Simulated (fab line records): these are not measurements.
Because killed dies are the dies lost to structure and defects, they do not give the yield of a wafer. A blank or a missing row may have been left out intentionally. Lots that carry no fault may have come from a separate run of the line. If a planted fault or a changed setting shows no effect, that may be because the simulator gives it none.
One fault through the eyes of 2 desks	flow gf180mcu	each desk holds nothing but its own numbers, with what lay behind them at the end

## TOOL OWNER'S DESK, lithoTrack-04
The tool's own readings at GF_SAB_DEVELOP_08 (develop time 60 s): means of the sampled wafers that have a number, for each lot that ran on this tool. The brackets show how far a lot's mean lies from the usual mean; more than 4 standard deviations puts the lot out of limits, marked OUT.
Columns: A = developerTempC at GF_SAB_DEVELOP_08, usual 23.02 C
lot	first seen here	A
L376	day 15 19:35	22.96
L378	day 16 10:55	23.13
L384	day 19 06:22	23.11
L388	day 20 09:10	22.79
L390	day 21 06:08	20.80 (-20) OUT
L391	day 21 10:46	20.72 (-21) OUT
L393	day 22 02:59	20.65 (-22) OUT
This desk's finding: out of limits on L390, L391, L393; first on L390, day 21 06:08 (developerTempC at GF_SAB_DEVELOP_08). L376, L378, L384, L388: within limits.

## THE METROLOGY DESK
Lot by lot, what the gauges showed, no matter which tool ran the lot: averages of those sampled wafers that carry a number. The brackets show how far a lot's mean lies from the usual mean; more than 4 standard deviations puts the lot out of limits, marked OUT.
Columns: A = HV_LDD_01_OVL at GF_HV_LDD_OVL_MEAS_20, usual 0.6 nm; B = SAB_CVD_00_THK at GF_SAB_THK_MEAS_01, usual 50.2 nm; C = cdNm at GF_SAB_CD_MEAS_09, usual 420.3 nm; D = CONTACT_CVD_00_THK at GF_CONTACT_THK_MEAS_01, usual 302 nm
lot	first seen here	A	B	C	D
L376	day 11 08:47	1.0	50.0	422.5	300
L378	day 11 22:38	-0.2	50.8	421.8	301
L379	day 12 05:47	-1.6	49.7	418.2	302
L381	day 12 22:56	-1.0	49.8	419.4	303
L382	day 13 07:11	2.1	50.0	419.3	307
L383	day 13 21:00	1.0	50.9	422.8	302
L384	day 14 09:52	0.7	50.3	418.2	302
L386	day 14 15:41	-0.2	50.7	418.5	303
L388	day 15 08:38	2.8	50.0	416.4	301
L390	day 16 02:20	1.3	50.0	413.3	303
L391	day 16 08:22	-0.3	50.4	410.7 (-4.2) OUT	309
L393	day 17 00:14	1.8	49.9	414.6	304
L395	day 17 19:08	1.1	50.3	425.2	303
L397	day 18 00:37	-0.1	50.1	420.1	305
This desk's finding: out of limits on L391; first on L391, day 21 10:55 (cdNm at GF_SAB_CD_MEAS_09). L376, L378, L379, L381, L382, L383, L384, L386, L388, L390, L393, L395, L397: within limits.

## BROUGHT TOGETHER
On L390, L391, L393, at day 21 06:08, an alarm was possible from the tool owner's desk.
L391 would have let the metrology desk raise an alarm at day 21 10:55.
The metrology desk has L390, L393 on record, within its limits.
Every lot named ran GF_SAB_DEVELOP_08 on lithoTrack-04.

## WHAT HAD BEEN PUT IN BY THE SIMULATOR
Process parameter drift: lithoTrack-04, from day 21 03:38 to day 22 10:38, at GF_SAB_DEVELOP_08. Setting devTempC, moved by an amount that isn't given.
Struck lots among those shown: L390, L391, L393.
Counting hours from when the fault started, the first reading out of limits came at 2 for the tool owner's desk and at 7 for the metrology desk.
